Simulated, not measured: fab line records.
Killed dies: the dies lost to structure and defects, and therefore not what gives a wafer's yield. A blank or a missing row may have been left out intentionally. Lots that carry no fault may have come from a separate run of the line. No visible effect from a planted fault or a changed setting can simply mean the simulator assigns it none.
fab line records	flow sky130
[record] lots = 13	wafers = 39	last_day = 50
route steps=708 shown VT_ADJUST_HVTP@92 VT_ADJUST_LVTN@116 VT_ADJUST_NCORE@127
lots untouched by any fault: they come from a run of this same line in which no faults occurred
start_h: hours from the record's opening day to when the first of the lot's shown wafers began	wait_h: hours from the lot's prior step to this one	" same as the row above	L1.1+2: a single row standing in for several wafers	- no value present, or no start provided	* or withheld: withheld	< > ~ a bound
route shown NAME@n: a module of which the file shows steps, and the number in the route of the first	usual: the fault-free wafers' mean and standard deviation	same: alike in all rows	chamber/n: place in a boat	sites: the reading at each site	_std_site: their standard deviation	_edge_site: inner sites' mean taken away from outer sites' mean	radius_mm: how far each site lies from the wafer's centre	mask NAME#n: copy n	behind: the tool/chamber that last shaped the wafer	hold: why the lot went on hold/how many hours it stayed there/how the hold came to an end	device: the n, p or np transistor that did not switch	end of line: at the end of the route, the tests of the same wafers	a step without rows: its recipe alone	killed: not the wafer's yield, but the dies lost to structure and defects at the first sort	map: dies across one wafer; x = killed, . = not, _ = none there
set.NAME: the run value of the setting; set.NAME@STEP: its run value at that earlier step	model.NAME: the simulator's own value behind a step, which no gauge read
a sample of lots followed through the steps of the route, with each step as a table and each wafer as a row
services: a tool's chamber out of use, with start hour (start_h, from the record's first day; less than 0 if before it), hours out, and reason
[[steps]]
[step SKY_VT_ADJUST_HVTP_CD_MEAS_07]
[recipe] target_cd_nm = 380
[usual] cd_nm = 379.7/2.2
lot.wafer	tool	chamber	start_h	wait_h	cd_nm
L786.2	cd_sem-01	-	131.19	0.1	379.9
L786.3	"	-	"	"	381.2
L786.6	"	-	"	"	378.5
L787.1	cd_sem-01	-	137.27	0.1	379.9
L787.3	"	-	"	"	379.4
L787.6	"	-	"	"	382.6
L789.3	cd_sem-02	-	151.06	0.1	380.5
L789.4	"	-	"	"	379.0
L789.6	"	-	"	"	379.0
L790.1	cd_sem-02	-	155.47	0.1	379.4
L790.3	"	-	"	"	377.8
L790.4	"	-	"	"	380.0
L793.1	cd_sem-01	-	171.97	0.1	380.4
L793.2	"	-	"	"	379.6
L793.4	"	-	"	"	379.6
L794.2	cd_sem-02	-	180.29	0.1	380.8
L794.5	"	-	"	"	382.0
L794.6	"	-	"	"	381.8
L795.3	cd_sem-01	-	192.86	0.1	378.8
L795.4	"	-	"	"	378.6
L795.5	"	-	"	"	379.3
L796.1	cd_sem-01	-	198.52	0.1	379.0
L796.3	"	-	"	"	379.1
L796.4	"	-	"	"	378.6
L799.1	cd_sem-02	-	213.12	0.1	378.4
L799.2	"	-	"	"	377.7
L799.3	"	-	"	"	378.2
L800.2	cd_sem-02	-	221.49	0.1	382.0
L800.4	"	-	"	"	376.6
L800.5	"	-	"	"	382.0
L805.1	cd_sem-02	-	246.39	0.1	382.9
L805.2	"	-	"	"	379.7
L805.4	"	-	"	"	379.9
L806.3	cd_sem-02	-	252.23	0.1	378.5
L806.5	"	-	"	"	374.6
L806.6	"	-	"	"	375.9
L807.2	cd_sem-02	-	261.11	0.1	379.9
L807.4	"	-	"	"	379.3
L807.6	"	-	"	"	381.0
[step SKY_VT_ADJUST_HVTP_TW_MEAS_11]
[usual] VT_ADJUST_HVTP_TW = 1350/19
lot.wafer	tool	chamber	start_h	wait_h	VT_ADJUST_HVTP_TW
L786.2	film_metro-04	-	131.59	0.1	1374
L786.3	"	-	"	"	1371
L786.6	"	-	"	"	1365
L787.1	film_metro-02	-	137.68	0.1	1330
L787.3	"	-	"	"	1330
L787.6	"	-	"	"	1329
L789.3	film_metro-02	-	151.45	0.1	1333
L789.4	"	-	"	"	1336
L789.6	"	-	"	"	1329
L790.1	film_metro-02	-	155.88	0.1	1330
L790.3	"	-	"	"	1336
L790.4	"	-	"	"	1331
L793.1	film_metro-02	-	172.38	0.1	1334
L793.2	"	-	"	"	1335
L793.4	"	-	"	"	1334
L794.2	film_metro-04	-	180.69	0.1	1387
L794.5	"	-	"	"	1382
L794.6	"	-	"	"	1389
L795.3	film_metro-01	-	193.25	0.1	1351
L795.4	"	-	"	"	1344
L795.5	"	-	"	"	1349
L796.1	film_metro-01	-	198.93	0.1	1348
L796.3	"	-	"	"	1343
L796.4	"	-	"	"	1349
L799.1	film_metro-04	-	213.53	0.1	1386
L799.2	"	-	"	"	1381
L799.3	"	-	"	"	1381
L800.2	film_metro-01	-	221.89	0.1	1340
L800.4	"	-	"	"	1344
L800.5	"	-	"	"	1342
L805.1	film_metro-04	-	246.79	0.1	1377
L805.2	"	-	"	"	1373
L805.4	"	-	"	"	1372
L806.3	film_metro-02	-	252.61	0.1	1323
L806.5	"	-	"	"	1321
L806.6	"	-	"	"	1321
L807.2	film_metro-01	-	261.50	0.1	1355
L807.4	"	-	"	"	1358
L807.6	"	-	"	"	1357
[step SKY_VT_ADJUST_LVTN_IMPLANT_19]
[recipe] species = B	energy_kev = 30	dose_cm2 = 6.5e+11	tilt_deg = withheld
[usual] dose_ions_cm2 = 6.502e+11/6.3e+08	faraday_current_uA = 3.66/0.072
lot.wafer	tool	chamber	start_h	wait_h	dose_ions_cm2	faraday_current_uA
L786.2	implanter-03	0	170.82	0.0	6.506e+11	3.70
L786.3	"	0	"	"	6.495e+11	3.73
L786.6	"	0	"	"	6.493e+11	3.73
L787.1	implanter-03	0	178.52	0.0	6.506e+11	3.71
L787.3	"	0	"	"	6.5e+11	3.77
L787.6	"	0	"	"	6.49e+11	3.66
L789.3	implanter-02	0	193.56	0.1	6.505e+11	3.59
L789.4	"	0	"	"	6.496e+11	3.70
L789.6	"	0	"	"	6.496e+11	3.66
L790.1	implanter-04	0	197.69	0.0	6.506e+11	3.63
L790.3	"	0	"	"	6.514e+11	3.62
L790.4	"	0	"	"	6.51e+11	3.73
L793.1	implanter-02	0	215.29	0.0	6.503e+11	3.66
L793.2	"	0	"	"	6.501e+11	3.69
L793.4	"	0	"	"	6.501e+11	3.65
L794.2	implanter-04	0	222.97	0.0	6.501e+11	3.73
L794.5	"	0	"	"	6.497e+11	3.79
L794.6	"	0	"	"	6.503e+11	3.48
L795.3	implanter-04	0	236.19	0.1	6.489e+11	3.73
L795.4	"	0	"	"	6.491e+11	3.65
L795.5	"	0	"	"	6.487e+11	3.59
L796.1	implanter-02	0	241.67	0.0	6.504e+11	3.57
L796.3	"	0	"	"	6.514e+11	3.67
L796.4	"	0	"	"	6.493e+11	3.64
L799.1	implanter-04	0	258.86	0.0	9.266e+11	5.28
L799.2	"	0	"	"	9.264e+11	5.05
L799.3	"	0	"	"	9.26e+11	5.16
L800.2	implanter-04	0	268.45	0.0	9.252e+11	5.23
L800.4	"	0	"	"	9.25e+11	5.19
L800.5	"	0	"	"	9.255e+11	5.20
L805.1	implanter-03	0	295.52	0.0	6.499e+11	3.57
L805.2	"	0	"	"	6.502e+11	3.64
L805.4	"	0	"	"	6.5e+11	3.58
L806.3	implanter-02	0	301.92	0.1	6.51e+11	3.81
L806.5	"	0	"	"	6.501e+11	3.60
L806.6	"	0	"	"	6.501e+11	3.76
L807.2	implanter-02	0	310.98	0.0	6.498e+11	3.69
L807.4	"	0	"	"	6.506e+11	3.62
L807.6	"	0	"	"	6.506e+11	3.69
[step SKY_VT_ADJUST_LVTN_TW_MEAS_21]
[usual] VT_ADJUST_LVTN_2_TW = 188/3
lot.wafer	tool	chamber	start_h	wait_h	VT_ADJUST_LVTN_2_TW
L786.2	film_metro-04	-	171.05	0.1	191
L786.3	"	-	"	"	192
L786.6	"	-	"	"	192
L787.1	film_metro-03	-	178.77	0.1	186
L787.3	"	-	"	"	187
L787.6	"	-	"	"	187
L789.3	film_metro-04	-	193.78	0.1	190
L789.4	"	-	"	"	191
L789.6	"	-	"	"	192
L790.1	film_metro-04	-	197.94	0.1	190
L790.3	"	-	"	"	191
L790.4	"	-	"	"	191
L793.1	film_metro-03	-	215.54	0.1	188
L793.2	"	-	"	"	189
L793.4	"	-	"	"	190
L794.2	film_metro-02	-	223.20	0.1	184
L794.5	"	-	"	"	185
L794.6	"	-	"	"	185
L795.3	film_metro-03	-	236.41	0.1	189
L795.4	"	-	"	"	187
L795.5	"	-	"	"	188
L796.1	film_metro-03	-	241.92	0.1	190
L796.3	"	-	"	"	189
L796.4	"	-	"	"	189
L799.1	film_metro-03	-	259.11	0.1	209
L799.2	"	-	"	"	209
L799.3	"	-	"	"	207
L800.2	film_metro-02	-	268.68	0.1	204
L800.4	"	-	"	"	204
L800.5	"	-	"	"	204
L805.1	film_metro-04	-	295.77	0.1	191
L805.2	"	-	"	"	192
L805.4	"	-	"	"	191
L806.3	film_metro-04	-	302.14	0.1	190
L806.5	"	-	"	"	191
L806.6	"	-	"	"	190
L807.2	film_metro-02	-	311.22	0.1	185
L807.4	"	-	"	"	184
L807.6	"	-	"	"	184
[step SKY_VT_ADJUST_NCORE_OVL_MEAS_08]
[usual] VT_ADJUST_NCORE_OVL = 0.6/1.3
lot.wafer	tool	chamber	start_h	wait_h	VT_ADJUST_NCORE_OVL[nm]
L786.2	overlay-01	-	191.83	0.1	0.3
L786.3	"	-	"	"	1.4
L786.6	"	-	"	"	2.2
L787.1	overlay-01	-	199.38	0.1	-0.5
L787.3	"	-	"	"	0.7
L787.6	"	-	"	"	2.9
L789.3	overlay-02	-	215.15	0.1	0.7
L789.4	"	-	"	"	3.1
L789.6	"	-	"	"	1.9
L790.1	overlay-01	-	219.59	0.1	-0.5
L790.3	"	-	"	"	-0.2
L790.4	"	-	"	"	-0.4
L793.1	overlay-02	-	237.26	0.1	0.5
L793.2	"	-	"	"	0.7
L793.4	"	-	"	"	2.2
L794.2	overlay-02	-	244.90	0.1	-1.9
L794.5	"	-	"	"	-0.3
L794.6	"	-	"	"	-0.1
L795.3	overlay-02	-	260.04	0.1	1.1
L795.4	"	-	"	"	1.8
L795.5	"	-	"	"	2.3
L796.1	overlay-01	-	265.99	0.1	1.2
L796.3	"	-	"	"	0.3
L796.4	"	-	"	"	3.0
L799.1	overlay-01	-	283.01	0.1	1.3
L799.2	"	-	"	"	-0.5
L799.3	"	-	"	"	-0.4
L800.2	overlay-01	-	293.21	0.1	-0.8
L800.4	"	-	"	"	1.4
L800.5	"	-	"	"	2.2
L805.1	overlay-02	-	320.76	0.1	0.8
L805.2	"	-	"	"	-0.8
L805.4	"	-	"	"	-0.6
L806.3	overlay-01	-	328.00	0.1	2.1
L806.5	"	-	"	"	3.7
L806.6	"	-	"	"	1.5
L807.2	overlay-02	-	337.96	0.1	-0.1
L807.4	"	-	"	"	1.5
L807.6	"	-	"	"	0.4
[[services]]
tool	chamber	start_h	hours	kind
implanter-02	-	150.71	2.7	repair
implanter-04	-	243.40	2.1	pm
implanter-03	-	256.65	2.2	repair
implanter-02	-	269.82	3.2	repair
implanter-03	-	287.08	3.8	pm
implanter-03	-	301.97	47.4	repair
[[key]]
[first_sign] step = SKY_VT_ADJUST_LVTN_IMPLANT_19	reading = dose_ions_cm2	direction = up	sigmas = 99+	usual = *	struck = *
[effect] step = SKY_VT_ADJUST_LVTN_IMPLANT_19	reading = faraday_current_uA	direction = up	sigmas = 21	usual = 3.66	struck = 5.19
[effect] step = SKY_VT_ADJUST_LVTN_TW_MEAS_21	reading = VT_ADJUST_LVTN_2_TW	direction = up	sigmas = 5.9	usual = 188	struck = 206
met_at SKY_VT_ADJUST_LVTN_IMPLANT_19
struck_lots L799,L800
tester_left_out L799,L800
not_acting_at SKY_VT_ADJUST_HVTP_CD_MEAS_07,SKY_VT_ADJUST_HVTP_TW_MEAS_11,SKY_VT_ADJUST_NCORE_OVL_MEAS_08
onset_between 236.19 258.86
[fault] kind = process_parameter_drift	tool = implanter-04	chamber = -	onset_h = 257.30	steps = SKY_VT_ADJUST_LVTN_IMPLANT_19	channel = dose_cm2	offset = *	shape = step	end_h = 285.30	acts_in = *	stated = *
// tester_left_out: of these lots the tester's yield and bins aren't shown, on N5 and GAA mostly nor the transistor test; their killed dies are dies lost to structure and defects alone, not to doping, threshold or leakage, so they don't give the yield
